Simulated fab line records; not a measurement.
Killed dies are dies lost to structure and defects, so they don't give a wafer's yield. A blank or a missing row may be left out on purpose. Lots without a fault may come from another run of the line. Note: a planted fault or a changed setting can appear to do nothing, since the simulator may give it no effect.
Which tool is to blame? -- flow sky130 -- 15 lots with 45 wafers sampled at 3 steps, on a route of 708 steps

## WHAT EACH GAUGE READ, for each wafer
SKY_METAL1_THK_MEAS_06: measures by xrf. Usual: METAL1_ALCU_THK typically reads 250 nm, with standard deviation 3.4.
lot,measured,on,METAL1_ALCU_THK (nm),flag
L644,day 31 13:44,film-metro-02,252 250 250,
L645,day 31 18:38,film-metro-01,255 256 255,
L646,day 32 03:02,film-metro-04,250 252 245,
L647,day 32 10:48,film-metro-04,247 247 250,
L648,day 32 21:58,film-metro-01,251 252 251,
L649,day 33 08:35,film-metro-04,252 247 249,
L652,day 34 13:44,film-metro-04,242 244 242,
L655,day 35 05:22,film-metro-02,246 245 249,
L656,day 35 16:54,film-metro-01,254 254 254,
L660,day 36 21:07,film-metro-04,248 244 248,
L661,day 37 04:58,film-metro-04,247 250 249,
L662,day 37 07:46,film-metro-02,249 250 249,
L664,day 38 03:46,film-metro-04,247 248 248,
L663,day 38 05:50,film-metro-02,249 252 252,
L667,day 38 18:37,film-metro-02,251 252 247,

SKY_VIA1_BOW_MEAS_03. Usual: VIA1_BOW typically reads 81 um, with standard deviation 7.1.
lot,measured,on,VIA1_BOW (um),flag
L644,day 32 18:20,film-metro-03,82 84 77,
L645,day 32 22:43,film-metro-01,89 78 90,
L646,day 33 07:31,film-metro-03,86 68 69,
L647,day 33 14:36,film-metro-02,86 90 80,
L648,day 34 01:49,film-metro-03,84 92 77,
L649,day 34 11:50,film-metro-01,79 75 87,
L652,day 35 18:03,film-metro-02,91 97 94,
L655,day 36 08:20,film-metro-03,75 88 76,
L656,day 36 20:36,film-metro-01,79 74 69,
L660,day 38 00:22,film-metro-03,82 79 80,
L661,day 38 08:20,film-metro-01,85 87 100,
L662,day 38 10:48,film-metro-01,88 80 79,
L664,day 39 06:33,film-metro-01,78 80 81,
L663,day 39 09:04,film-metro-03,85 85 76,
L667,day 39 20:50,film-metro-01,82 82 83,

SKY_VIA1_CD_MEAS_12: target cd 150 nm. Usual: cd-nm reads 150.5 nm (standard deviation 1.5).
lot,measured,on,cd-nm (nm),flag
L644,day 33 20:43,cd-sem-02,149.1 149.2 149.1,
L645,day 34 01:14,cd-sem-01,150.6 147.5 150.4,
L646,day 34 09:38,cd-sem-02,151.0 150.3 150.2,
L647,day 34 17:37,cd-sem-01,150.5 149.6 151.3,
L648,day 35 03:59,cd-sem-01,150.4 153.1 150.6,
L649,day 35 14:52,cd-sem-01,153.0 151.7 152.0,
L652,day 36 19:52,cd-sem-02,152.7 152.5 153.5,
L655,day 37 10:38,cd-sem-01,151.8 151.2 150.6,
L656,day 37 22:08,cd-sem-01,149.0 148.8 147.6,
L660,day 39 01:58,cd-sem-02,149.9 148.5 151.6,
L661,day 39 09:37,cd-sem-01,150.1 149.9 149.5,
L662,day 39 11:29,cd-sem-02,152.2 152.5 153.4,
L664,day 40 06:55,cd-sem-01,149.7 152.0 151.0,
L663,day 40 09:54,cd-sem-02,150.7 147.7 148.8,
L667,day 40 21:29,cd-sem-01,148.9 151.2 150.7,

## TOOL THAT RAN EACH LOT (tool first, then ch and the chambers of the sampled wafers, then the start)
There is no process step in the record ahead of these readings.

## AS READ BY THE TOOLS THEMSELVES (means over the sampled wafers that have a number; for cases with no such wafer, the mark the record gives instead)
The record holds no such reading with a usual standard deviation.

## THE ANSWER, worked out from the rows above alone
Rule: a lot is off if the mean of its wafers that have a number lies more than 3 standard deviations from the usual mean. A lot without any number at a reading at which 4 lots or more have one is off too. Any other lot the step has rows for is counted as sound. The gauges are gone through in route order, then the tools' own readings, and for those a lot's mean is taken as printed above. At the first step where some lot is off, the reading lying furthest off is the one used; lots without a number count as furthest.
No lot is off at any reading shown: from this, nothing can be told.

## WHAT THE SIMULATOR PUT IN
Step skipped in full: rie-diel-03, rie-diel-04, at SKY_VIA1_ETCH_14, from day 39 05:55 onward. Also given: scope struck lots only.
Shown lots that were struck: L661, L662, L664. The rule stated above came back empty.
